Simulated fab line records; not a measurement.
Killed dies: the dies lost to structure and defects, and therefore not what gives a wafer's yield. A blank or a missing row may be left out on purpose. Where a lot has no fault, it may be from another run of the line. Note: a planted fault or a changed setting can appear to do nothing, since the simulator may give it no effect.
2 desks, one fault    flow sky130    what lay behind the numbers comes last; until then each desk has only its own

## FROM THE METROLOGY DESK
What the gauges read for every lot (on any tool): the sampled wafers with a number, averaged. The brackets show how far a lot's mean lies from the usual mean; more than 4 standard deviations puts the lot out of limits, marked OUT.
Columns: A = cd_nm at SKY_SD_N_CD_MEAS_07, usual 380.2 nm
lot   first seen here  A
L767  day 27 17:29     382.6
L768  day 28 05:53     380.0
L771  day 28 20:44     381.3
L772  day 29 10:28     380.0
L774  day 30 06:21     382.1
L776  day 30 20:48     384.9
L775  day 30 22:14     378.7
L785  day 33 19:40     380.1
L786  day 34 08:49     380.3
L787  day 34 16:12     380.2
L788  day 34 16:50     379.8
This desk found nothing out of limits on any of the 11 lots.

## THE TOOL OWNER'S DESK: furnace-01
The tool's own readings at SKY_GATE_OXIDE_OXIDATION_16 (stabilise 600 s, purge 300 s, target thk 3.57 nm): means of the sampled wafers that have a number, for each lot that ran on this tool. The brackets show how far a lot's mean lies from the usual mean; more than 4 standard deviations puts the lot out of limits, marked OUT.
Columns: A = spike_tc_bottom_C at SKY_GATE_OXIDE_OXIDATION_16, usual 820.3 C; B = spike_tc_centre_C at SKY_GATE_OXIDE_OXIDATION_16, usual 800.2 C; C = spike_tc_lower_C at SKY_GATE_OXIDE_OXIDATION_16, usual 801.9 C; D = zone_power_bottom_pct at SKY_GATE_OXIDE_OXIDATION_16, usual 21.1 %; E = zone_power_centre_pct at SKY_GATE_OXIDE_OXIDATION_16, usual 14.18 %; F = zone_power_lower_pct at SKY_GATE_OXIDE_OXIDATION_16, usual 14.4 %; G = zone_power_top_pct at SKY_GATE_OXIDE_OXIDATION_16, usual 31.7 %
lot   first seen here  A                 B                 C                D               E               F               G
L768  day 14 05:54     819.8             799.9             803.3            21.6            14.10           14.4            30.3
L771  day 14 20:53     819.9             800.6             802.8            21.6            14.27           14.3            30.5
L772  day 15 12:35     819.8             799.4             802.3            21.5            14.26           14.3            30.6
L774  day 16 07:40     819.7             800.0             802.7            21.5            14.18           14.3            30.7
L776  day 16 19:17     814.2 (-6.6) OUT  794.3 (-5.9) OUT  846.1 (+23) OUT  16.2 (-11) OUT  8.21 (-43) OUT  27.9 (+38) OUT  30.7
L775  day 16 20:49     812.6 (-8.3) OUT  794.8 (-5.4) OUT  846.2 (+23) OUT  16.2 (-11) OUT  8.14 (-43) OUT  27.7 (+38) OUT  30.3
L785  day 20 00:37     821.0             800.4             803.9            21.5            14.15           14.2            30.7
L786  day 20 18:30     820.4             800.3             803.5            21.5            14.31           14.2            30.7
L787  day 21 04:01     820.2             800.8             802.6            21.3            14.18           14.4            30.7
L788  day 21 05:32     820.0             800.1             802.7            21.4            14.21           14.3            30.5
This desk's verdict: out of limits on L775, L776, starting with L776 at day 16 19:17 (spike_tc_bottom_C at SKY_GATE_OXIDE_OXIDATION_16). Within limits: L768, L771, L772, L774, L785, L786, L787, L788.

## PUT TOGETHER
At day 16 19:17, on L775, L776, the tool owner's desk was in a position to raise an alarm.
The metrology desk saw nothing out of limits.
The metrology desk has L775, L776 on record, within its limits.
The lots listed all ran SKY_GATE_OXIDE_OXIDATION_16 on furnace-01.

## WHAT HAD BEEN PUT IN BY THE SIMULATOR
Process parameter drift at SKY_GATE_OXIDE_OXIDATION_16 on furnace-01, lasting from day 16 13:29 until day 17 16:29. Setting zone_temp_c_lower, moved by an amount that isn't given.
Shown lots that were struck: L775, L776.
How many hours passed from the start of the fault until each desk's first out-of-limits reading: the tool owner's desk, 6.
